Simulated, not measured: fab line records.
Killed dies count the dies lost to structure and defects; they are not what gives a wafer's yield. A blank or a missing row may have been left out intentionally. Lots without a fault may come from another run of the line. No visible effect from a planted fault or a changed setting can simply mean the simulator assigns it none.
Which of the tools did it? :: flow gf180mcu :: Sampling: 12 lots, 36 wafers, 5 of 602 route steps

## WHAT EACH GAUGE READ, for each wafer
GF_STI_THK_MEAS_02. Usual: STI_OXIDATION_THK gives 9.96 nm (standard deviation 0.19).
lot: L901
measured: day 1 16:31
on: filmMetro-01
STI_OXIDATION_THK (nm): 10.22 10.17 10.13
flag: 

lot: L902
measured: day 1 21:32
on: filmMetro-01
STI_OXIDATION_THK (nm): 10.12 9.84 9.98
flag: 

lot: L903
measured: day 2 02:35
on: filmMetro-01
STI_OXIDATION_THK (nm): 9.73 10.06 10.06
flag: 

lot: L907
measured: day 3 01:25
on: filmMetro-04
STI_OXIDATION_THK (nm): 10.03 10.01 9.98
flag: 

lot: L908
measured: day 3 05:23
on: filmMetro-04
STI_OXIDATION_THK (nm): 9.87 10.03 9.95
flag: 

lot: L909
measured: day 3 10:12
on: filmMetro-02
STI_OXIDATION_THK (nm): 9.62 9.85 9.76
flag: 

lot: L910
measured: day 3 13:31
on: filmMetro-01
STI_OXIDATION_THK (nm): 9.95 9.85 9.82
flag: 

lot: L912
measured: day 3 23:49
on: filmMetro-02
STI_OXIDATION_THK (nm): 9.72 9.61 9.69
flag: 

lot: L918
measured: day 5 06:38
on: filmMetro-02
STI_OXIDATION_THK (nm): 9.58 9.80 9.92
flag: 

lot: L920
measured: day 5 15:31
on: filmMetro-04
STI_OXIDATION_THK (nm): 10.09 10.06 10.14
flag: 

lot: L921
measured: day 5 20:41
on: filmMetro-04
STI_OXIDATION_THK (nm): 10.02 9.92 10.12
flag: 

lot: L922
measured: day 6 01:31
on: filmMetro-01
STI_OXIDATION_THK (nm): 9.79 9.67 9.87
flag: 

GF_NWELL_OVL_MEAS_07. Usual: NWELL_OVL gives -1.0 nm (standard deviation 1.5).
lot: L901
measured: day 3 12:23
on: overlay-02
NWELL_OVL (nm): -2.5 0.0 0.5
flag: 

lot: L902
measured: day 3 19:54
on: overlay-01
NWELL_OVL (nm): 0.2 0.7 -0.5
flag: 

lot: L903
measured: day 4 02:38
on: overlay-02
NWELL_OVL (nm): -0.6 0.3 0.2
flag: 

lot: L907
measured: day 5 02:06
on: overlay-01
NWELL_OVL (nm): -3.1 -2.2 -2.4
flag: 

lot: L908
measured: day 5 04:38
on: overlay-01
NWELL_OVL (nm): -3.5 -1.5 -4.0
flag: 

lot: L909
measured: day 5 09:02
on: overlay-02
NWELL_OVL (nm): -1.4 -1.4 -3.1
flag: 

lot: L910
measured: day 5 12:33
on: overlay-01
NWELL_OVL (nm): -1.6 0.7 0.0
flag: 

lot: L912
measured: day 6 03:39
on: overlay-02
NWELL_OVL (nm): 0.4 -1.0 0.0
flag: 

lot: L918
measured: day 7 11:21
on: overlay-01
NWELL_OVL (nm): -0.8 0.4 -0.3
flag: 

lot: L920
measured: day 7 20:51
on: overlay-02
NWELL_OVL (nm): -3.5 -3.4 -2.6
flag: 

lot: L921
measured: day 8 02:23
on: overlay-02
NWELL_OVL (nm): -1.4 -2.7 -2.1
flag: 

lot: L922
measured: day 8 06:39
on: overlay-02
NWELL_OVL (nm): 2.5 1.1 2.2
flag: 

GF_MVSD_OVL_MEAS_07. Usual: MVSD_OVL gives -0.7 nm (standard deviation 1.4).
lot: L901
measured: day 4 15:17
on: overlay-01
MVSD_OVL (nm): -3.2 -2.1 -2.5
flag: 

lot: L902
measured: day 4 23:14
on: overlay-01
MVSD_OVL (nm): -0.2 0.3 -0.9
flag: 

lot: L903
measured: day 5 06:41
on: overlay-01
MVSD_OVL (nm): -1.3 0.1 0.2
flag: 

lot: L907
measured: day 6 08:20
on: overlay-01
MVSD_OVL (nm): -0.4 -0.9 -1.5
flag: 

lot: L908
measured: day 6 09:38
on: overlay-01
MVSD_OVL (nm): -2.2 -0.8 -1.8
flag: 

lot: L909
measured: day 6 14:58
on: overlay-01
MVSD_OVL (nm): 0.7 1.0 1.3
flag: 

lot: L910
measured: day 6 18:50
on: overlay-01
MVSD_OVL (nm): -0.3 -1.6 0.6
flag: 

lot: L912
measured: day 7 11:49
on: overlay-01
MVSD_OVL (nm): -2.0 -1.6 -0.9
flag: 

lot: L918
measured: day 8 20:16
on: overlay-02
MVSD_OVL (nm): 0.6 -0.3 1.1
flag: 

lot: L920
measured: day 9 07:35
on: overlay-02
MVSD_OVL (nm): -0.1 0.4 1.1
flag: 

lot: L921
measured: day 9 13:22
on: overlay-01
MVSD_OVL (nm): -1.2 -0.7 -1.9
flag: 

lot: L922
measured: day 9 17:08
on: overlay-01
MVSD_OVL (nm): -0.5 -0.2 0.9
flag: 

## EACH LOT AND THE TOOL THAT RAN IT (in order: tool; ch and the chambers of the sampled wafers; start)
lot: L901
GF_STI_ETCH_13: rieDiel-01 ch 0,1,3, day 2 07:06
GF_STI_STRIP_15: plasmaAsher-03 ch 0, day 2 07:16

lot: L902
GF_STI_ETCH_13: rieDiel-01 ch 0,3, day 2 11:26
GF_STI_STRIP_15: plasmaAsher-03 ch 0,1, day 2 11:38

lot: L903
GF_STI_ETCH_13: rieDiel-04 ch 0,1,3, day 2 17:38
GF_STI_STRIP_15: plasmaAsher-03 ch 0,1, day 2 17:47

lot: L907
GF_STI_ETCH_13: rieDiel-01 ch 0,3, day 3 16:05
GF_STI_STRIP_15: plasmaAsher-01 ch 0,1, day 3 16:14

lot: L908
GF_STI_ETCH_13: rieDiel-03 ch 1,2,3, day 3 20:41
GF_STI_STRIP_15: plasmaAsher-03 ch 0,1, day 3 20:50

lot: L909
GF_STI_ETCH_13: rieDiel-03 ch 0,1,3, day 4 00:53
GF_STI_STRIP_15: plasmaAsher-03 ch 0,1, day 4 01:02

lot: L910
GF_STI_ETCH_13: rieDiel-03 ch 0,1,3, day 4 04:36
GF_STI_STRIP_15: plasmaAsher-01 ch 0,1, day 4 04:46

lot: L912
GF_STI_ETCH_13: rieDiel-03 ch 1,3, day 4 16:26
GF_STI_STRIP_15: plasmaAsher-01 ch 0,1, day 4 16:35

lot: L918
GF_STI_ETCH_13: rieDiel-01 ch 1,2,3, day 5 23:44
GF_STI_STRIP_15: plasmaAsher-03 ch 0,1, day 5 23:53

lot: L920
GF_STI_ETCH_13: rieDiel-03 ch 1,3, day 6 08:48
GF_STI_STRIP_15: plasmaAsher-02 ch 0, day 6 08:58

lot: L921
GF_STI_ETCH_13: rieDiel-03 ch 0,1,3, day 6 13:33
GF_STI_STRIP_15: plasmaAsher-01 ch 0,1, day 6 13:43

lot: L922
GF_STI_ETCH_13: rieDiel-04 ch 0,1,3, day 6 18:26
GF_STI_STRIP_15: plasmaAsher-01 ch 0,1, day 6 18:35
- GF_STI_ETCH_13: etches the open film in CHF3/O2, stops on Si, target depth 282.31 nm, time 112.9 s.
- GF_STI_STRIP_15: strips in O2/N2.

## AS READ BY THE TOOLS THEMSELVES (means over the sampled wafers that have a number; for cases with no such wafer, the mark the record gives instead)
GF_STI_ETCH_13. Usual: chamberPressureMTorr 39.99 mTorr, standard deviation 0.037; drypumpMotorCurrentA 5.6 A, standard deviation 0.53; oesProductAu 0.831 a.u., standard deviation 0.0063; throttleValvePct 8.809 %, standard deviation 0.0083.
lot: L901
tool: rieDiel-01
chamberPressureMTorr (mTorr): 39.99
drypumpMotorCurrentA (A): 6.0
oesProductAu (a.u.): 0.830
throttleValvePct (%): 8.807
flag: 

lot: L902
tool: rieDiel-01
chamberPressureMTorr (mTorr): 40.00
drypumpMotorCurrentA (A): 6.4
oesProductAu (a.u.): 0.831
throttleValvePct (%): 8.810
flag: 

lot: L903
tool: rieDiel-04
chamberPressureMTorr (mTorr): 39.99
drypumpMotorCurrentA (A): 5.5
oesProductAu (a.u.): 0.825
throttleValvePct (%): 8.812
flag: 

lot: L907
tool: rieDiel-01
chamberPressureMTorr (mTorr): 39.96
drypumpMotorCurrentA (A): 6.4
oesProductAu (a.u.): 0.831
throttleValvePct (%): 8.800
flag: 

lot: L908
tool: rieDiel-03
chamberPressureMTorr (mTorr): 39.96
drypumpMotorCurrentA (A): 5.6
oesProductAu (a.u.): 0.840
throttleValvePct (%): 8.812
flag: 

lot: L909
tool: rieDiel-03
chamberPressureMTorr (mTorr): 39.95
drypumpMotorCurrentA (A): 5.5
oesProductAu (a.u.): 0.831
throttleValvePct (%): 8.809
flag: 

lot: L910
tool: rieDiel-03
chamberPressureMTorr (mTorr): 39.98
drypumpMotorCurrentA (A): 5.5
oesProductAu (a.u.): 0.822
throttleValvePct (%): 8.809
flag: 

lot: L912
tool: rieDiel-03
chamberPressureMTorr (mTorr): 39.99
drypumpMotorCurrentA (A): 5.6
oesProductAu (a.u.): 0.836
throttleValvePct (%): 8.809
flag: 

lot: L918
tool: rieDiel-01
chamberPressureMTorr (mTorr): 39.97
drypumpMotorCurrentA (A): 5.9
oesProductAu (a.u.): 0.835
throttleValvePct (%): 8.806
flag: 

lot: L920
tool: rieDiel-03
chamberPressureMTorr (mTorr): 39.99
drypumpMotorCurrentA (A): 6.0
oesProductAu (a.u.): 0.778
throttleValvePct (%): 8.783
flag: OFF

lot: L921
tool: rieDiel-03
chamberPressureMTorr (mTorr): 40.02
drypumpMotorCurrentA (A): 5.5
oesProductAu (a.u.): 0.775
throttleValvePct (%): 8.799
flag: OFF

lot: L922
tool: rieDiel-04
chamberPressureMTorr (mTorr): 40.02
drypumpMotorCurrentA (A): 5.5
oesProductAu (a.u.): 0.835
throttleValvePct (%): 8.811
flag: 

GF_STI_STRIP_15. Usual: chamberPressureMTorr 1499.9 mTorr, standard deviation 1.4; drypumpMotorCurrentA 5.87 A, standard deviation 0.29; heaterPowerW 335 W, standard deviation 24; oesProductAu 0.383 a.u., standard deviation 0.0047; stripTimeToEndpointS 3.72 s, standard deviation 0.046.
lot: L901
tool: plasmaAsher-03
chamberPressureMTorr (mTorr): 1500.1
drypumpMotorCurrentA (A): 6.14
heaterPowerW (W): 318
oesProductAu (a.u.): 0.381
stripTimeToEndpointS (s): 3.67
flag: 

lot: L902
tool: plasmaAsher-03
chamberPressureMTorr (mTorr): 1498.6
drypumpMotorCurrentA (A): 5.96
heaterPowerW (W): 336
oesProductAu (a.u.): 0.381
stripTimeToEndpointS (s): 3.67
flag: 

lot: L903
tool: plasmaAsher-03
chamberPressureMTorr (mTorr): 1502.3
drypumpMotorCurrentA (A): 5.71
heaterPowerW (W): 354
oesProductAu (a.u.): 0.385
stripTimeToEndpointS (s): 3.74
flag: 

lot: L907
tool: plasmaAsher-01
chamberPressureMTorr (mTorr): 1500.1
drypumpMotorCurrentA (A): 5.74
heaterPowerW (W): 340
oesProductAu (a.u.): 0.382
stripTimeToEndpointS (s): 3.72
flag: 

lot: L908
tool: plasmaAsher-03
chamberPressureMTorr (mTorr): 1500.2
drypumpMotorCurrentA (A): 5.92
heaterPowerW (W): 336
oesProductAu (a.u.): 0.381
stripTimeToEndpointS (s): 3.69
flag: 

lot: L909
tool: plasmaAsher-03
chamberPressureMTorr (mTorr): 1500.5
drypumpMotorCurrentA (A): 5.90
heaterPowerW (W): 340
oesProductAu (a.u.): 0.385
stripTimeToEndpointS (s): 3.74
flag: 

lot: L910
tool: plasmaAsher-01
chamberPressureMTorr (mTorr): 1499.3
drypumpMotorCurrentA (A): 5.91
heaterPowerW (W): 322
oesProductAu (a.u.): 0.383
stripTimeToEndpointS (s): 3.74
flag: 

lot: L912
tool: plasmaAsher-01
chamberPressureMTorr (mTorr): 1500.4
drypumpMotorCurrentA (A): 5.92
heaterPowerW (W): 324
oesProductAu (a.u.): 0.379
stripTimeToEndpointS (s): 3.74
flag: 

lot: L918
tool: plasmaAsher-03
chamberPressureMTorr (mTorr): 1499.7
drypumpMotorCurrentA (A): 5.90
heaterPowerW (W): 332
oesProductAu (a.u.): 0.383
stripTimeToEndpointS (s): 3.76
flag: 

lot: L920
tool: plasmaAsher-02
chamberPressureMTorr (mTorr): 1499.3
drypumpMotorCurrentA (A): 5.85
heaterPowerW (W): 303
oesProductAu (a.u.): 0.367
stripTimeToEndpointS (s): 3.31
flag: OFF

lot: L921
tool: plasmaAsher-01
chamberPressureMTorr (mTorr): 1499.6
drypumpMotorCurrentA (A): 5.73
heaterPowerW (W): 337
oesProductAu (a.u.): 0.374
stripTimeToEndpointS (s): 3.41
flag: OFF

lot: L922
tool: plasmaAsher-01
chamberPressureMTorr (mTorr): 1501.1
drypumpMotorCurrentA (A): 5.90
heaterPowerW (W): 322
oesProductAu (a.u.): 0.381
stripTimeToEndpointS (s): 3.73
flag: 

## THE ANSWER, worked out from the rows above alone
Rule: lot off if the mean of its wafers having a number is beyond 3 standard deviations from the usual mean. Also off: a lot with no number at a reading for which 4 or more lots have one. Any other lot the step has rows for is counted as sound. Order of review: gauges by route order, followed by the tools' own readings, for which a lot's mean as printed above is used. At the first step where some lot is off, the reading lying furthest off is the one used; lots without a number count as furthest.
Off at GF_STI_ETCH_13 (oesProductAu): L920, L921.
A tool fits if, at that step or a process step before it, it ran every lot that is off, and no sound lot after the first of them. One fits: GF_STI_ETCH_13 on rieDiel-03. Its last sound lot is L912 (day 4 16:26), its first lot that is off L920 (day 6 08:48): a fault that began between those two fits.
The tool's own readings at GF_STI_ETCH_13 bear it out: on the lots that are off they differ by more than 5 times the standard deviation of the sound lots' means. oesProductAu reads 0.776 a.u. there against 0.832 a.u. on the sound lots; throttleValvePct reads 8.791 % there against 8.809 % on the sound lots.

## WHAT HAD BEEN PUT IN BY THE SIMULATOR
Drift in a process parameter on rieDiel-03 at GF_STI_ETCH_13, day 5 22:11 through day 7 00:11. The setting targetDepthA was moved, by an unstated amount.
Lots struck among those shown: L920, L921. The rule above found the same.
